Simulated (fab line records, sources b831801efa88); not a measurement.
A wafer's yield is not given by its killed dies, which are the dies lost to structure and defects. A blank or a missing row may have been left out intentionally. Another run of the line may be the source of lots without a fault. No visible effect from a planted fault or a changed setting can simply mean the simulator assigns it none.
Which of the tools did it? :: flow gf180mcu :: Sampling: 14 lots, 42 wafers, 4 of 602 route steps

== WHAT THE GAUGES SHOWED, per wafer ==
GF_V1_THK_MEAS_03.
lot: L179
measured: day 17 12:51
on: film-metro-02
V1_CVD_02_THK (nm): 824 853 849

lot: L180
measured: day 17 22:28
on: film-metro-02
V1_CVD_02_THK (nm): 856 872 843

lot: L183
measured: day 18 20:34
on: film-metro-02
V1_CVD_02_THK (nm): 830 847 850

lot: L187
measured: day 20 10:26
on: film-metro-02
V1_CVD_02_THK (nm): 854 862 865

lot: L188
measured: day 20 17:32
on: film-metro-04
V1_CVD_02_THK (nm): 844 849 842

lot: L189
measured: day 20 22:35
on: film-metro-02
V1_CVD_02_THK (nm): 845 855 853

lot: L192
measured: day 22 02:43
on: film-metro-03
V1_CVD_02_THK (nm): 822 846 846

lot: L193
measured: day 22 09:51
on: film-metro-04
V1_CVD_02_THK (nm): 849 863 867

lot: L194
measured: day 22 14:47
on: film-metro-03
V1_CVD_02_THK (nm): 857 870 866

lot: L195
measured: day 23 00:24
on: film-metro-04
V1_CVD_02_THK (nm): 835 839 848

lot: L196
measured: day 23 10:44
on: film-metro-03
V1_CVD_02_THK (nm): 846 855 845

lot: L198
measured: day 24 03:42
on: film-metro-02
V1_CVD_02_THK (nm): 850 853 870

lot: L199
measured: day 24 08:04
on: film-metro-03
V1_CVD_02_THK (nm): 858 877 858

lot: L200
measured: day 24 14:20
on: film-metro-02
V1_CVD_02_THK (nm): 861 845 867

GF_M2_THK_MEAS_06: measures by xrf.
lot: L179
measured: day 18 13:46
on: film-metro-02
M2_ALCU_THK (nm): 445 439 446

lot: L180
measured: day 19 00:55
on: film-metro-01
M2_ALCU_THK (nm): 448 447 449

lot: L183
measured: day 19 22:37
on: film-metro-01
M2_ALCU_THK (nm): 449 451 449

lot: L187
measured: day 21 12:21
on: film-metro-02
M2_ALCU_THK (nm): 451 442 442

lot: L192
measured: day 23 04:17
on: film-metro-02
M2_ALCU_THK (nm): 443 452 449

lot: L193
measured: day 23 12:17
on: film-metro-01
M2_ALCU_THK (nm): 454 457 455

lot: L194
measured: day 23 16:21
on: film-metro-03
M2_ALCU_THK (nm): 447 451 452

lot: L195
measured: day 24 01:04
on: film-metro-02
M2_ALCU_THK (nm): 447 452 444

lot: L196
measured: day 24 10:46
on: film-metro-01
M2_ALCU_THK (nm): 455 463 451

lot: L198
measured: day 25 03:29
on: film-metro-02
M2_ALCU_THK (nm): 461 462 464

lot: L199
measured: day 25 07:55
on: film-metro-02
M2_ALCU_THK (nm): 448 454 446

lot: L200
measured: day 25 14:05
on: film-metro-02
M2_ALCU_THK (nm): 458 455 453

== TOOL THAT RAN EACH LOT (tool first, then ch and the chambers of the sampled wafers, then the start) ==
lot: L179
GF_V1_STRIP_18: plasma-asher-02 ch 0,1, day 18 12:11
GF_M2_SPUTTER_01: pvd-sputter-04, day 18 13:31

lot: L180
GF_V1_STRIP_18: plasma-asher-02 ch 0,1, day 18 23:22
GF_M2_SPUTTER_01: pvd-sputter-04, day 19 00:41

lot: L183
GF_V1_STRIP_18: plasma-asher-03 ch 0,1, day 19 21:02
GF_M2_SPUTTER_01: pvd-sputter-04, day 19 22:22

lot: L187
GF_V1_STRIP_18: plasma-asher-03 ch 0,1, day 21 10:47
GF_M2_SPUTTER_01: pvd-sputter-01, day 21 12:05

lot: L188
GF_V1_STRIP_18: plasma-asher-02 ch 0,1, day 21 18:04
GF_M2_SPUTTER_01: -

lot: L189
GF_V1_STRIP_18: plasma-asher-02 ch 0,1, day 21 23:07
GF_M2_SPUTTER_01: -

lot: L192
GF_V1_STRIP_18: plasma-asher-03 ch 0,1, day 23 02:42
GF_M2_SPUTTER_01: pvd-sputter-04, day 23 04:02

lot: L193
GF_V1_STRIP_18: plasma-asher-02 ch 0,1, day 23 10:41
GF_M2_SPUTTER_01: pvd-sputter-02, day 23 12:02

lot: L194
GF_V1_STRIP_18: plasma-asher-03 ch 0, day 23 14:39
GF_M2_SPUTTER_01: pvd-sputter-04, day 23 16:06

lot: L195
GF_V1_STRIP_18: plasma-asher-02 ch 0,1, day 23 23:26
GF_M2_SPUTTER_01: pvd-sputter-01, day 24 00:49

lot: L196
GF_V1_STRIP_18: plasma-asher-02 ch 1, day 24 09:11
GF_M2_SPUTTER_01: pvd-sputter-01, day 24 10:31

lot: L198
GF_V1_STRIP_18: plasma-asher-02 ch 0,1, day 25 01:54
GF_M2_SPUTTER_01: pvd-sputter-02, day 25 03:14

lot: L199
GF_V1_STRIP_18: plasma-asher-03 ch 0,1, day 25 06:20
GF_M2_SPUTTER_01: pvd-sputter-01, day 25 07:38

lot: L200
GF_V1_STRIP_18: plasma-asher-02 ch 0,1, day 25 12:30
GF_M2_SPUTTER_01: pvd-sputter-01, day 25 13:50
- GF_V1_STRIP_18: strips in O2/N2.
- GF_M2_SPUTTER_01: material TiN, target thk 30 nm, time 25 s.

== AS READ BY THE TOOLS THEMSELVES (means over the sampled wafers that have a number; for cases with no such wafer, the mark the record gives instead) ==
GF_V1_STRIP_18.
lot: L179
tool: plasma-asher-02
chamber-pressure-mTorr (mTorr): 1500.0
drypump-motor-current-A (A): 5.8
heater-power-w (W): 371
n2-flow-sccm (sccm): 300.1
oes-product-au (a.u.): 0.594

lot: L180
tool: plasma-asher-02
chamber-pressure-mTorr (mTorr): 1499.8
drypump-motor-current-A (A): 5.9
heater-power-w (W): 368
n2-flow-sccm (sccm): 300.6
oes-product-au (a.u.): 0.589

lot: L183
tool: plasma-asher-03
chamber-pressure-mTorr (mTorr): 1498.1
drypump-motor-current-A (A): 5.5
heater-power-w (W): 338
n2-flow-sccm (sccm): 299.9
oes-product-au (a.u.): 0.591

lot: L187
tool: plasma-asher-03
chamber-pressure-mTorr (mTorr): 1500.5
drypump-motor-current-A (A): 5.7
heater-power-w (W): 335
n2-flow-sccm (sccm): 300.2
oes-product-au (a.u.): 0.595

lot: L188
tool: plasma-asher-02
chamber-pressure-mTorr (mTorr): -
drypump-motor-current-A (A): -
heater-power-w (W): -
n2-flow-sccm (sccm): -
oes-product-au (a.u.): -

lot: L189
tool: plasma-asher-02
chamber-pressure-mTorr (mTorr): -
drypump-motor-current-A (A): -
heater-power-w (W): -
n2-flow-sccm (sccm): -
oes-product-au (a.u.): -

lot: L192
tool: plasma-asher-03
chamber-pressure-mTorr (mTorr): 1500.0
drypump-motor-current-A (A): 5.5
heater-power-w (W): 334
n2-flow-sccm (sccm): 300.2
oes-product-au (a.u.): 0.590

lot: L193
tool: plasma-asher-02
chamber-pressure-mTorr (mTorr): 1500.7
drypump-motor-current-A (A): 5.5
heater-power-w (W): 362
n2-flow-sccm (sccm): 299.8
oes-product-au (a.u.): 0.595

lot: L194
tool: plasma-asher-03
chamber-pressure-mTorr (mTorr): 1501.5
drypump-motor-current-A (A): 5.3
heater-power-w (W): 341
n2-flow-sccm (sccm): 300.4
oes-product-au (a.u.): 0.595

lot: L195
tool: plasma-asher-02
chamber-pressure-mTorr (mTorr): 1499.4
drypump-motor-current-A (A): 5.8
heater-power-w (W): 359
n2-flow-sccm (sccm): 300.7
oes-product-au (a.u.): 0.590

lot: L196
tool: plasma-asher-02
chamber-pressure-mTorr (mTorr): 1497.2
drypump-motor-current-A (A): 6.2
heater-power-w (W): 373
n2-flow-sccm (sccm): 300.2
oes-product-au (a.u.): 0.593

lot: L198
tool: plasma-asher-02
chamber-pressure-mTorr (mTorr): 1499.9
drypump-motor-current-A (A): 5.8
heater-power-w (W): 370
n2-flow-sccm (sccm): 299.7
oes-product-au (a.u.): 0.592

lot: L199
tool: plasma-asher-03
chamber-pressure-mTorr (mTorr): 1499.8
drypump-motor-current-A (A): 5.7
heater-power-w (W): 337
n2-flow-sccm (sccm): 300.3
oes-product-au (a.u.): 0.592

lot: L200
tool: plasma-asher-02
chamber-pressure-mTorr (mTorr): 1499.4
drypump-motor-current-A (A): 5.8
heater-power-w (W): 367
n2-flow-sccm (sccm): 300.2
oes-product-au (a.u.): 0.595

GF_M2_SPUTTER_01.
lot: L179
tool: pvd-sputter-04
chamber-pressure-pa (Pa): 0.4003
throttle-valve-pct (%): 29.6

lot: L180
tool: pvd-sputter-04
chamber-pressure-pa (Pa): 0.4000
throttle-valve-pct (%): 30.4

lot: L183
tool: pvd-sputter-04
chamber-pressure-pa (Pa): 0.4005
throttle-valve-pct (%): 29.8

lot: L187
tool: pvd-sputter-01
chamber-pressure-pa (Pa): 0.4003
throttle-valve-pct (%): 29.7

lot: L192
tool: pvd-sputter-04
chamber-pressure-pa (Pa): 0.4012
throttle-valve-pct (%): 30.9

lot: L193
tool: pvd-sputter-02
chamber-pressure-pa (Pa): 0.3997
throttle-valve-pct (%): 29.9

lot: L194
tool: pvd-sputter-04
chamber-pressure-pa (Pa): 0.3996
throttle-valve-pct (%): 30.4

lot: L195
tool: pvd-sputter-01
chamber-pressure-pa (Pa): 0.4003
throttle-valve-pct (%): 29.7

lot: L196
tool: pvd-sputter-01
chamber-pressure-pa (Pa): 0.4006
throttle-valve-pct (%): 29.8

lot: L198
tool: pvd-sputter-02
chamber-pressure-pa (Pa): 0.4001
throttle-valve-pct (%): 29.9

lot: L199
tool: pvd-sputter-01
chamber-pressure-pa (Pa): 0.3995
throttle-valve-pct (%): 29.5

lot: L200
tool: pvd-sputter-01
chamber-pressure-pa (Pa): 0.4001
throttle-valve-pct (%): 29.7

== THE ANSWER, worked out from the rows above alone ==
Rule: the lots themselves supply what counts as usual. Put in order of their means at a reading, lots are off if they are a third of the lots or fewer, leave a main group of 4 or more, and stand apart from it by a gap of 3 or more times the standard deviation of the main group's means; of several such gaps the widest counts. The tables above print the reading to a certain number of digits; a main group whose means all agree to those digits is not used. Also off: a lot with no number at a reading for which 4 or more lots have one. Any other lot the step has rows for is counted as sound. After the gauges, taken in route order, come the tools' own readings; for these a lot's mean is taken, as printed above. The first step at which some lot is off is used, and at that step the reading that is off furthest; a lot without a number counts as furthest.
Off: L188, L189, at GF_V1_STRIP_18 (chamber-pressure-mTorr). Without a number there: L188, L189. For the main group the mean is 1499.7 mTorr and the standard deviation 1.1.
If a tool, at that step or one of the process steps before it, ran each lot that is off and ran no sound lot following the first of them, it fits. No candidate that was tried fits.

== WHAT WAS PUT IN BY THE SIMULATOR ==
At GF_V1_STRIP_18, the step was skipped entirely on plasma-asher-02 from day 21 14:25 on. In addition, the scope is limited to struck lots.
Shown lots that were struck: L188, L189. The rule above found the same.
